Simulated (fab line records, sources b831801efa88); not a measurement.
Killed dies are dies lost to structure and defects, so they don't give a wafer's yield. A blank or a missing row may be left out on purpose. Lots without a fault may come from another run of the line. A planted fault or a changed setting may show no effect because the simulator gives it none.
fab line records | flow sky130
record lots=7 wafers=21 last_day=50
route steps=708 shown METAL1@446 VIA1@458 PAD_OPEN@708
lots that met no fault: from a run of the same line without faults
start_h: hours from the record's first day to the start of the lot's first wafer shown | wait_h: hours since the lot's step before | " the same as in the row above | L1.1+2: a row that stands for several wafers | - no value, or no start given | * or withheld: withheld | < > ~ a bound
route shown NAME@n: a module of which the file shows steps, and the number in the route of the first | usual: mean/standard deviation of fault-free wafers | same: alike in all rows | chamber/n: place in a boat | sites: the reading at each site | _std_site: their standard deviation | _edge_site: outer sites' mean less inner sites' | radius_mm: how far each site lies from the wafer's centre | mask NAME#n: copy n | behind: the tool/chamber that last shaped the wafer | hold: why the lot was held/for how many hours/how that ended | device: the transistor (n, p or np) that didn't switch | end of line: the same wafers' tests at the end of the route | a step without rows: its recipe alone | killed: dies lost to structure and defects at the first sort, not the wafer's yield | map: a wafer's dies, x killed, . not, _ none there
set.NAME: the setting as run; set.NAME@STEP: as run at that earlier step | model.NAME: the simulator's own value behind a step, which no gauge read
lots at some steps of the route; a table a step, a row a wafer
services: from which hour (start_h, from the record's first day; less than 0 if before it) a tool's chamber was out of use, for how many hours, and why
## steps
# step SKY_METAL1_EXPOSE_12
# recipe mask_id=MM1 na=0.8 source_shape=annular sigma_inner=0.55 sigma_outer=0.85 target_cd_nm=140 dose_mj=28
# step SKY_METAL1_PEB_13
# recipe peb_temp_c=withheld peb_time_s=withheld resist=KrF-thick
# step SKY_METAL1_DEVELOP_14
# recipe develop_time_s=60 resist=KrF-thick dev_temp_c=21
# step SKY_METAL1_CD_MEAS_15
# recipe target_cd_nm=140
# usual cd_nm=140.4/1.5
# columns lot.wafer tool chamber start_h wait_h cd_nm
L486.1 cd_sem-02 - 786.33 - 140.3
L486.2 " - " " 140.8
L486.3 " - " " 139.9
L492.2 cd_sem-01 - 830.99 - 141.7
L492.3 " - " " 142.7
L492.4 " - " " 143.4
L495.2 cd_sem-02 - 832.59 - 139.4
L495.3 " - " " 139.2
L495.5 " - " " 140.4
L494.1 cd_sem-01 - 844.62 - 139.9
L494.3 " - " " 138.8
L494.4 " - " " 140.9
L496.1 cd_sem-01 - 862.38 - 139.6
L496.2 " - " " 139.1
L496.3 " - " " 137.7
L500.3 cd_sem-02 - 888.21 - 139.6
L500.5 " - " " 140.1
L500.6 " - " " 141.0
L505.2 cd_sem-02 - 924.79 - 138.0
L505.4 " - " " 138.8
L505.6 " - " " 137.5
# step SKY_METAL1_OVL_MEAS_16
# usual METAL1_OVL=0/5.3
# columns lot.wafer tool chamber start_h wait_h METAL1_OVL[nm]
L486.1 overlay-02 - 786.45 0.1 5
L486.2 " - " " 2
L486.3 " - " " -5
L492.2 overlay-01 - 831.10 0.1 7
L492.3 " - " " -10
L492.4 " - " " -1
L495.2 overlay-02 - 832.70 0.1 9
L495.3 " - " " 4
L495.5 " - " " 0
L494.1 overlay-02 - 844.74 0.1 -6
L494.3 " - " " -3
L494.4 " - " " -1
L496.1 overlay-01 - 862.50 0.1 0
L496.2 " - " " -1
L496.3 " - " " 3
L500.3 overlay-01 - 888.30 0.1 2
L500.5 " - " " 6
L500.6 " - " " 3
L505.2 overlay-02 - 924.90 0.1 -8
L505.4 " - " " -4
L505.6 " - " " -1
# step SKY_METAL1_DESCUM_17
# recipe chemistry=O2 source_power_w=150 bias_power_w=0 pressure_mtorr=10 temp_c=40 time_s=8
# usual drypump_motor_current_A=6.0/0.53 oes_product_au=0.998/0.0093
# columns lot.wafer tool chamber start_h wait_h drypump_motor_current_A oes_product_au rf_hours_counter_h
L486.1 rie_metal-04 0 786.49 0.0 5.3 1.001 5
L486.2 " 0 " " 5.3 0.999 -
L486.3 " 0 " " 5.3 0.995 -
L492.2 rie_metal-02 0 831.13 0.0 6.8 0.998 6
L492.3 " 1 " " 5.8 1.012 -
L492.4 " 0 " " 6.7 0.996 -
L495.2 rie_metal-01 1 832.73 0.0 5.7 1.006 15
L495.3 " 0 " " 5.9 0.999 -
L495.5 " 1 " " 5.7 1.000 -
L494.1 rie_metal-02 0 844.78 0.0 6.8 1.004 6
L494.3 " 1 " " 5.8 0.985 -
L494.4 " 0 " " 6.7 0.995 -
L496.1 rie_metal-04 1 862.54 0.0 6.1 0.999 4
L496.2 " 0 " " 5.3 0.996 9
L496.3 " 1 " " 6.1 1.000 -
L500.3 rie_metal-02 1 888.34 0.0 5.8 1.002 -
L500.5 " 1 " " 5.8 1.007 -
L500.6 " 0 " " 6.7 0.996 -
L505.2 rie_metal-02 0 924.93 0.0 6.8 1.005 10
L505.4 " 0 " " 6.7 0.999 -
L505.6 " 0 " " 6.8 0.997 -
# step SKY_METAL1_ETCH_18
# recipe chemistry=N2/H2 target=BARC ion_energy_ev=200 bias_w=100 pressure_mtorr=30 n2_flow_sccm=100 h2_flow_sccm=200 icp_w=500 stop_on=SiO2 time_s=45.9 target_depth_a=600
# usual drypump_motor_current_A=6.0/0.53 oes_product_au=0.853/0.0048 throttle_valve_pct=13.224/0.008
# columns lot.wafer tool chamber start_h wait_h drypump_motor_current_A oes_product_au rf_hours_counter_h throttle_valve_pct
L486.1 rie_metal-04 0 786.55 0.1 5.3 0.853 5 13.232
L486.2 " 0 " " 5.3 0.854 - 13.223
L486.3 " 0 " " 5.3 0.854 - 13.232
L492.2 rie_metal-02 0 831.16 0.0 6.8 0.848 6 13.232
L492.3 " 1 " " 5.8 0.854 - 13.228
L492.4 " 0 " " 6.8 0.856 - 13.222
L495.2 rie_metal-01 1 832.76 0.0 5.7 0.860 15 13.230
L495.3 " 0 " " 5.9 0.853 - 13.218
L495.5 " 1 " " 5.7 0.855 - 13.227
L494.1 rie_metal-02 0 844.81 0.0 6.7 0.844 6 13.230
L494.3 " 1 " " 5.7 0.854 - 13.226
L494.4 " 0 " " 6.8 0.865 - 13.230
L496.1 rie_metal-04 1 862.57 0.0 6.1 0.849 4 13.215
L496.2 " 0 " " 5.3 0.856 9 13.219
L496.3 " 1 " " 6.1 0.856 - 13.210
L500.3 rie_metal-02 1 888.38 0.0 5.8 0.852 - 13.215
L500.5 " 1 " " 5.8 0.851 - 13.215
L500.6 " 0 " " 6.8 0.847 - 13.241
L505.2 rie_metal-02 0 924.96 0.0 6.7 0.855 10 13.221
L505.4 " 0 " " 6.8 0.845 - 13.221
L505.6 " 0 " " 6.8 0.846 - 13.217
# step SKY_METAL1_METAL_ETCH_19
# recipe target_depth_a=3600 stop_on=SiO2 over_etch_frac=0.3 time_s=78 chemistry=Cl2/BCl3 resist_sidewall_deg=88 pressure_mtorr=10 icp_w=900 bias_w=48.5 Cl2_flow_sccm=60 bcl3_flow_sccm=30
# usual drypump_motor_current_A=6.0/0.53 oes_product_au=0.855/0.0059 throttle_valve_pct=22.264/0.0087
# columns lot.wafer tool chamber start_h wait_h drypump_motor_current_A oes_product_au rf_hours_counter_h throttle_valve_pct
L486.1 rie_metal-04 0 786.68 0.1 5.3 0.845 6 22.284
L486.2 " 0 " " 5.3 0.847 - 22.260
L486.3 " 0 " " 5.3 0.850 - 22.263
L492.2 rie_metal-02 0 831.22 0.0 6.7 0.848 6 22.259
L492.3 " 1 " " 5.8 0.844 - 22.260
L492.4 " 0 " " 6.7 0.846 - 22.260
L495.2 rie_metal-01 1 832.82 0.0 5.7 0.845 15 22.275
L495.3 " 0 " " 5.9 0.857 - 22.250
L495.5 " 1 " " 5.7 0.855 - 22.266
L494.1 rie_metal-02 0 844.87 0.0 6.8 0.860 6 22.258
L494.3 " 1 " " 5.8 0.847 - 22.271
L494.4 " 0 " " 6.8 0.858 - 22.264
L496.1 rie_metal-04 1 862.63 0.0 6.1 0.859 4 22.261
L496.2 " 0 " " 5.3 0.854 9 22.269
L496.3 " 1 " " 6.0 0.852 - 22.262
L500.3 rie_metal-02 1 888.45 0.1 5.8 0.855 - 22.266
L500.5 " 1 " " 5.8 0.857 - 22.251
L500.6 " 0 " " 6.8 0.851 - 22.261
L505.2 rie_metal-02 0 925.02 0.0 6.7 0.850 10 22.265
L505.4 " 0 " " 6.8 0.858 - 22.267
L505.6 " 0 " " 6.8 0.852 - 22.251
# step SKY_METAL1_STRIP_20
# recipe chemistry=O2/N2 power_w=1400 pressure_mtorr=1500 platen_temp_c=withheld o2_flow_sccm=3000 n2_flow_sccm=300 overash_fraction=0.5
# usual drypump_motor_current_A=5.7/0.62 o2_flow_sccm=3001/8.8 oes_product_au=0.343/0.0046 strip_time_to_endpoint_s=2.70/0.036
# columns lot.wafer tool chamber start_h wait_h drypump_motor_current_A o2_flow_sccm oes_product_au rf_hours_counter_h strip_time_to_endpoint_s
L486.1 plasma_asher-04 0 786.86 0.1 5.6 3012 0.343 94 2.66
L486.2 " 1 " " 5.2 3006 0.346 94 2.69
L486.3 " 1 " " 5.1 2993 0.339 - 2.68
L492.2 plasma_asher-03 1 831.31 0.1 5.9 3004 0.348 74 2.71
L492.3 " 0 " " 5.0 3019 0.355 - 2.71
L492.4 " 1 " " 5.9 3000 0.344 - 2.71
L495.2 plasma_asher-04 1 832.91 0.1 5.1 3000 0.341 99 2.69
L495.3 " 0 " " 5.6 3009 0.349 - 2.70
L495.5 " 0 " " 5.7 3003 0.347 - 2.69
L494.1 plasma_asher-03 0 844.96 0.1 5.0 2983 0.345 75 2.74
L494.3 " 0 " " 5.0 2996 0.339 - 2.70
L494.4 " 1 " " 5.9 2997 0.347 - 2.77
L496.1 plasma_asher-02 0 862.72 0.1 6.8 3008 0.345 39 2.77
L496.2 " 1 " " 5.3 3012 0.343 39 2.73
L496.3 " 1 " " 5.3 3009 0.353 - 2.76
L500.3 plasma_asher-04 0 888.54 0.1 5.6 2992 0.341 - 2.66
L500.5 " 0 " " 5.6 2993 0.339 - 2.66
L500.6 " 1 " " 5.1 3004 0.336 - 2.70
L505.2 plasma_asher-04 0 925.11 0.1 5.6 3010 0.336 108 2.72
L505.4 " 0 " " 5.6 3005 0.352 - 2.68
L505.6 " 1 " " 5.1 2984 0.342 - 2.67
# step SKY_METAL1_STRIP_21
# recipe chemistry=post_etch_residue_remover time_s=1200 temp_c=72.5
# step SKY_METAL1_CLEAN_22
# recipe chemistry=IPA time_s=180 temp_c=25
# step SKY_METAL1_CLEAN_23
# recipe chemistry=O3/DIW dry=n2_spin
# step SKY_VIA1_HDPCVD_00
# recipe material=SiO2 target_thk_nm=1030 sigma_open_frac=0.3 time_s=171.7 temp_c=400 sih4_flow_sccm=60 pressure_mtorr=6
# usual run_length_s=199.3/0.45
# columns lot.wafer tool chamber start_h wait_h run_length_s model.SiO2_of_VIA1_HDPCVD_00.thk_nm
L486.1 hdpcvd-01 1 787.45 0.0 199.5 1037
L486.2 " 0 " " 199.2 1044
L486.3 " 2 " " 198.9 1013
L492.2 hdpcvd-01 1 831.91 0.0 193.7 997.9
L492.3 " 0 " " 192.4 1016
L492.4 " 0 " " 192.4 1019
L495.2 hdpcvd-01 1 833.59 0.0 193.4 1002
L495.3 " 0 " " 193.3 999.7
L495.5 " 2 " " 193.0 1003
L494.1 hdpcvd-01 1 845.57 0.0 193.0 991
L494.3 " 0 " " 192.9 1006
L494.4 " 2 " " 192.7 981.3
L496.1 hdpcvd-02 0 863.32 0.0 200.1 1023
L496.2 " 1 " " 198.8 1041
L496.3 " 2 " " 199.3 1051
L500.3 hdpcvd-02 2 889.16 0.0 198.9 1064
L500.5 " 2 " " 199.5 1056
L500.6 " 1 " " 198.8 1037
L505.2 hdpcvd-01 2 925.70 0.0 198.9 1048
L505.4 " 0 " " 198.8 1044
L505.6 " 1 " " 199.3 1045
# step SKY_VIA1_THK_MEAS_01
# recipe reads=SiO2_of_VIA1_HDPCVD_00
# usual VIA1_HDPCVD_THK=1038/10
# columns lot.wafer tool chamber start_h wait_h VIA1_HDPCVD_THK[nm]
L486.1 film_metro-03 - 787.56 0.1 1038
L486.2 " - " " 1044
L486.3 " - " " 1012
L492.2 film_metro-04 - 832.03 0.1 998
L492.3 " - " " 1017
L492.4 " - " " 1019
L495.2 film_metro-03 - 833.71 0.1 1002
L495.3 " - " " 1000
L495.5 " - " " 1003
L494.1 film_metro-03 - 845.69 0.1 992
L494.3 " - " " 1006
L494.4 " - " " 981
L496.1 film_metro-03 - 863.43 0.1 1022
L496.2 " - " " 1041
L496.3 " - " " 1051
L500.3 film_metro-03 - 889.29 0.1 1064
L500.5 " - " " 1056
L500.6 " - " " 1037
L505.2 film_metro-04 - 925.82 0.1 1048
L505.4 " - " " 1044
L505.6 " - " " 1045
# step SKY_VIA1_CMP_02
# recipe material=SiO2 down_force_psi=4 platen_rpm=60 pad_velocity_m_s=0.94248
# usual motor_current_A=12.4/1 retaining_ring_pressure_frac=1.000/0.0047
# columns lot.wafer tool chamber start_h wait_h motor_current_A retaining_ring_pressure_frac
L486.3 cmp-01 2 787.62 0.0 13.5 1.002
L486.1 " 0 " " 12.8 0.991
L486.2 " 1 " " 11.4 0.995
L492.4 cmp-01 3 832.26 0.2 12.3 0.998
L492.2 " 0 " " 13.4 0.995
L492.3 " 1 " " 11.3 1.000
L495.2 cmp-01 3 833.76 0.0 12.1 1.003
L495.3 " 0 " " 12.5 0.993
L495.5 " 0 " " 13.3 0.995
L494.4 cmp-01 2 845.80 0.1 14.4 1.009
L494.1 " 3 " " 12.6 1.002
L494.3 " 0 " " 12.5 1.003
L496.2 cmp-02 2 863.49 0.0 12.1 0.998
L496.3 " 0 " " 11.8 1.001
L496.1 " 1 " " 13.8 0.995
L500.3 cmp-02 1 889.48 0.2 13.0 0.995
L500.6 " 2 " " 12.6 1.002
L500.5 " 3 " " 11.0 0.991
L505.2 cmp-02 1 925.92 0.1 13.9 1.000
L505.4 " 3 " " 10.5 0.999
L505.6 " 1 " " 13.3 1.002
# step SKY_PAD_OPEN_PROBE_99
# usual defect_limited_yield=82.6/1.9 killed_at_M0_to_M3=43/7.2 killed_at_M4_up=3.5/2 killed_at_contacts=24/5.2 killed_at_front_end=15/4.4 killed_at_other=0.2/0.48 killed_dies=85/9.4 killed_open=46/7.3 killed_short=39/6.1 sort_bin_3_pad_short=0.8/0.37 sort_bin_5_function=10.2/1.4 sort_bin_6_memory=6.3/1.1 sort_n_pass=407/9.4 sort_yield_pct=82.6/1.9
# same gross_dies=492 killed_at_back_side=0 sort_bin_4_leakage[%]=0 sort_bin_8_speed[%]=0
# columns lot.wafer tool chamber start_h wait_h defect_limited_yield[%] killed_at_M0_to_M3 killed_at_M4_up killed_at_contacts killed_at_front_end killed_at_other killed_dies killed_open killed_short sort_bin_3_pad_short[%] sort_bin_5_function[%] sort_bin_6_memory[%] sort_n_pass sort_yield_pct[%]
L486.1 prober-01 - 1097.72 0.1 81.9 34 2 31 22 0 89 42 47 1.0 10.2 6.9 403 81.9
L486.2 prober-01 - 1097.77 0.1 85.2 38 6 18 11 0 73 40 33 0.8 9.3 4.7 419 85.2
L486.3 prober-01 - 1097.82 0.2 82.7 40 4 20 21 0 85 42 43 0.6 11.2 5.5 407 82.7
L492.2 prober-01 - 1127.20 0.1 83.9 36 4 28 11 0 79 47 32 0.4 10.6 5.1 413 83.9
L492.3 prober-01 - 1127.25 0.2 84.3 42 5 18 11 1 77 37 39 1.4 8.9 5.3 415 84.3
L492.4 prober-01 - 1127.30 0.2 83.5 46 3 18 14 0 81 45 36 0.6 10.4 5.5 411 83.5
L495.2 prober-02 - 1127.20 0.1 82.5 48 7 21 10 0 86 39 47 0.8 10.2 6.5 406 82.5
L495.3 prober-02 - 1127.25 0.2 85.4 39 3 18 12 0 72 43 29 0.8 7.1 6.7 420 85.4
L495.5 prober-02 - 1127.35 0.2 86.2 28 2 17 21 0 68 34 34 0.4 8.1 5.3 424 86.2
L494.1 prober-02 - 1136.24 0.1 84.8 39 3 25 8 0 75 38 37 1.0 8.5 5.7 417 84.8
L494.3 prober-02 - 1136.34 0.2 79.1 58 2 22 21 0 103 59 38 0.8 12.4 7.7 389 79.1
L494.4 prober-02 - 1136.39 0.2 84.1 48 2 18 10 0 78 49 29 1.0 8.9 5.9 414 84.1
L496.1 prober-01 - 1148.85 0.1 82.5 43 3 24 16 0 86 45 41 0.6 9.3 7.5 406 82.5
L496.2 prober-01 - 1148.90 0.1 81.7 53 3 17 17 0 90 49 41 0.6 10.8 6.9 402 81.7
L496.3 prober-01 - 1148.95 0.2 81.3 44 5 29 14 0 92 56 36 0.4 12.6 5.7 400 81.3
L500.3 prober-02 - 1165.16 0.2 80.9 47 1 27 19 0 94 52 41 1.2 10.8 7.1 398 80.9
L500.5 prober-02 - 1165.26 0.2 85.2 39 1 16 16 1 73 41 31 0.6 9.8 4.5 419 85.2
L500.6 prober-02 - 1165.31 0.2 80.5 49 1 40 6 0 96 53 43 1.0 11.0 7.5 396 80.5
L505.2 prober-01 - 1189.89 0.1 85.4 35 2 20 15 0 72 39 33 0.6 8.9 5.1 420 85.4
L505.4 prober-01 - 1189.99 0.2 81.5 44 0 29 18 0 91 59 32 1.0 10.4 7.1 401 81.5
L505.6 prober-01 - 1190.09 0.2 82.3 35 8 27 17 0 87 44 43 1.4 9.3 6.9 405 82.3
# killed by level:class
L486.1 CONTACT:geometric_particle:open=12 CONTACT:geometric_particle:short=8 VIA3:geometric_particle:open=8 POLY_GATE:geometric_particle:short=7 VIA1:geometric_particle:open=7 FIELD_ISO:geometric_particle:open=5 LI_CONTACT:geometric_particle:open=5 LOCAL_INTERCONNECT:geometric_particle:short=4
L486.2 VIA1:geometric_particle:open=9 VIA2:geometric_particle:open=7 CONTACT:geometric_particle:open=6 METAL2:geometric_particle:short=6 FIELD_ISO:geometric_particle:open=4 POLY_GATE:geometric_particle:open=4 CONTACT:geometric_particle:short=4 VIA3:geometric_particle:short=4
L486.3 VIA1:geometric_particle:open=9 CONTACT:geometric_particle:open=7 METAL1:geometric_particle:short=6 METAL3:geometric_particle:short=6 FIELD_ISO:geometric_particle:open=5 FIELD_ISO:geometric_particle:short=5 POLY_GATE:geometric_particle:open=5 LOCAL_INTERCONNECT:geometric_particle:short=5
L492.2 VIA1:geometric_particle:open=10 CONTACT:geometric_particle:open=10 LI_CONTACT:geometric_particle:open=9 METAL2:geometric_particle:short=6 METAL1:geometric_particle:short=5 VIA2:geometric_particle:open=5 VIA3:geometric_particle:open=5 POLY_GATE:geometric_particle:open=4
L495.2 VIA2:geometric_particle:open=12 METAL2:geometric_particle:short=9 VIA1:geometric_particle:open=7 CONTACT:geometric_particle:open=6 METAL4:geometric_particle:short=6 LOCAL_INTERCONNECT:geometric_particle:short=5 VIA1:geometric_particle:short=5 METAL1:geometric_particle:short=4
L492.3 VIA1:geometric_particle:open=8 METAL1:geometric_particle:short=8 CONTACT:geometric_particle:open=7 VIA1:geometric_particle:short=6 VIA2:geometric_particle:open=4 FIELD_ISO:geometric_particle:short=3 CONTACT:geometric_particle:short=3 METAL1:geometric_particle:open=3
L495.3 VIA1:geometric_particle:open=12 CONTACT:geometric_particle:open=8 METAL1:geometric_particle:short=5 POLY_GATE:geometric_particle:open=4 METAL2:geometric_particle:short=4 LI_CONTACT:geometric_particle:open=4 VIA1:geometric_particle:short=4 FIELD_ISO:geometric_particle:open=3
L492.4 VIA1:geometric_particle:open=12 CONTACT:geometric_particle:open=9 VIA3:geometric_particle:open=8 METAL1:geometric_particle:short=5 VIA1:geometric_particle:short=5 METAL2:geometric_particle:short=5 LOCAL_INTERCONNECT:geometric_particle:short=4 VIA2:geometric_particle:open=4
L495.5 CONTACT:geometric_particle:open=9 FIELD_ISO:geometric_particle:open=8 POLY_GATE:geometric_particle:short=6 METAL1:geometric_particle:short=4 VIA1:geometric_particle:open=4 METAL2:geometric_particle:short=4 SPACER:geometric_particle:short=3 CONTACT:geometric_particle:short=3
L494.1 CONTACT:geometric_particle:open=10 VIA3:geometric_particle:open=8 METAL1:geometric_particle:short=5 CONTACT:geometric_particle:short=5 VIA1:geometric_particle:open=5 METAL2:geometric_particle:short=5 LI_CONTACT:geometric_particle:open=4 VIA3:geometric_particle:short=4
L494.3 VIA1:geometric_particle:open=18 CONTACT:geometric_particle:short=6 CONTACT:geometric_particle:open=6 VIA3:geometric_particle:open=6 FIELD_ISO:area_etch=6 LI_CONTACT:geometric_particle:open=5 METAL1:geometric_particle:open=5 METAL1:geometric_particle:short=5
L494.4 VIA1:geometric_particle:open=14 VIA2:geometric_particle:open=8 CONTACT:geometric_particle:open=8 VIA3:geometric_particle:open=7 LOCAL_INTERCONNECT:geometric_particle:short=5 METAL2:geometric_particle:short=5 POLY_GATE:geometric_particle:open=4 VIA3:geometric_particle:short=4
L496.1 VIA3:geometric_particle:open=12 CONTACT:geometric_particle:open=8 METAL2:geometric_particle:short=7 VIA1:geometric_particle:open=7 POLY_GATE:geometric_particle:open=6 CONTACT:geometric_particle:short=6 VIA1:geometric_particle:short=6 LI_CONTACT:geometric_particle:open=5
L496.2 VIA1:geometric_particle:open=16 VIA1:geometric_particle:short=8 VIA3:geometric_particle:open=8 CONTACT:geometric_particle:open=7 FIELD_ISO:geometric_particle:short=6 VIA2:geometric_particle:open=6 METAL2:geometric_particle:short=6 CONTACT:geometric_particle:short=4
L496.3 VIA1:geometric_particle:open=15 CONTACT:geometric_particle:open=12 LI_CONTACT:geometric_particle:open=6 LOCAL_INTERCONNECT:geometric_particle:short=5 CONTACT:geometric_particle:short=5 VIA1:geometric_particle:short=5 METAL2:geometric_particle:short=5 VIA2:geometric_particle:open=5
L500.3 VIA1:geometric_particle:open=12 CONTACT:geometric_particle:open=11 FIELD_ISO:geometric_particle:open=6 METAL2:geometric_particle:short=6 VIA2:geometric_particle:open=6 LI_CONTACT:geometric_particle:open=5 LOCAL_INTERCONNECT:geometric_particle:short=5 VIA3:geometric_particle:open=5
L500.5 VIA1:geometric_particle:open=9 METAL1:geometric_particle:short=7 FIELD_ISO:geometric_particle:open=5 FIELD_ISO:geometric_particle:short=5 CONTACT:geometric_particle:open=5 METAL1:geometric_particle:open=5 CONTACT:geometric_particle:short=4 METAL2:geometric_particle:open=4
L500.6 CONTACT:geometric_particle:open=14 VIA1:geometric_particle:open=12 LI_CONTACT:geometric_particle:open=9 CONTACT:geometric_particle:short=9 METAL2:geometric_particle:short=8 VIA3:geometric_particle:open=6 VIA3:geometric_particle:short=6 LOCAL_INTERCONNECT:geometric_particle:short=5
L505.2 VIA1:geometric_particle:open=7 LI_CONTACT:geometric_particle:open=6 VIA2:geometric_particle:open=6 FIELD_ISO:geometric_particle:open=5 CONTACT:geometric_particle:short=5 CONTACT:geometric_particle:open=5 METAL2:geometric_particle:short=5 FIELD_ISO:geometric_particle:short=4
L505.4 CONTACT:geometric_particle:open=11 VIA2:geometric_particle:open=9 VIA1:geometric_particle:open=9 VIA3:geometric_particle:open=8 FIELD_ISO:geometric_particle:open=6 LI_CONTACT:geometric_particle:open=6 FIELD_ISO:geometric_particle:short=5 METAL2:geometric_particle:short=5
L505.6 CONTACT:geometric_particle:open=9 VIA3:geometric_particle:open=8 LI_CONTACT:geometric_particle:open=8 POLY_GATE:geometric_particle:short=7 CONTACT:geometric_particle:short=7 VIA1:geometric_particle:open=6 METAL4:geometric_particle:short=6 FIELD_ISO:geometric_particle:open=4
## services
# columns tool chamber start_h hours kind
rie_metal-04 - 763.00 2.8 pm
hdpcvd-02 - 766.01 2.8 pm
hdpcvd-01 1 776.77 3.4 repair
cmp-02 - 778.03 1.2 repair
rie_metal-02 1 779.11 - clean
rie_metal-02 1 779.11 26.7 scheduled_down
rie_metal-02 1 779.11 26.7 vent_cycle
rie_metal-04 1 782.99 12.2 repair
cmp-02 - 787.16 1.4 repair
plasma_asher-02 - 802.34 1.6 repair
cmp-02 - 817.41 0.7 repair
cmp-02 - 822.45 20.0 pm
hdpcvd-01 1 853.36 2.4 repair
rie_metal-01 1 854.05 - clean
rie_metal-01 1 854.05 26.9 scheduled_down
rie_metal-01 1 854.05 26.9 vent_cycle
cmp-02 - 876.03 6.0 pm
plasma_asher-04 - 890.24 4.4 repair
hdpcvd-02 0 896.47 9.6 repair
cmp-01 - 912.13 4.0 pm
cmp-01 - 916.13 - consumable_replace:conditioner
cmp-01 - 916.13 - consumable_replace:pad
## key
first_sign step=SKY_VIA1_HDPCVD_00 reading=run_length_s direction=down sigmas=14 usual=* struck=*
effect step=SKY_VIA1_THK_MEAS_01 reading=VIA1_HDPCVD_THK direction=down sigmas=3.5 usual=1038 struck=1002
model_effect step=SKY_VIA1_HDPCVD_00 value=SiO2_of_VIA1_HDPCVD_00.thk_nm without=1040 struck=1002
met_at SKY_VIA1_HDPCVD_00
struck_wafers L492.2,L492.3,L492.4,L494.1,L494.3,L494.4,L495.2,L495.3,L495.5
onset_between 787.45 831.91
fault kind=process_parameter_drift tool=hdpcvd-01 chamber=- onset_h=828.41 steps=SKY_VIA1_HDPCVD_00 channel=time_s offset=* shape=step end_h=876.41 acts_in=* stated=*
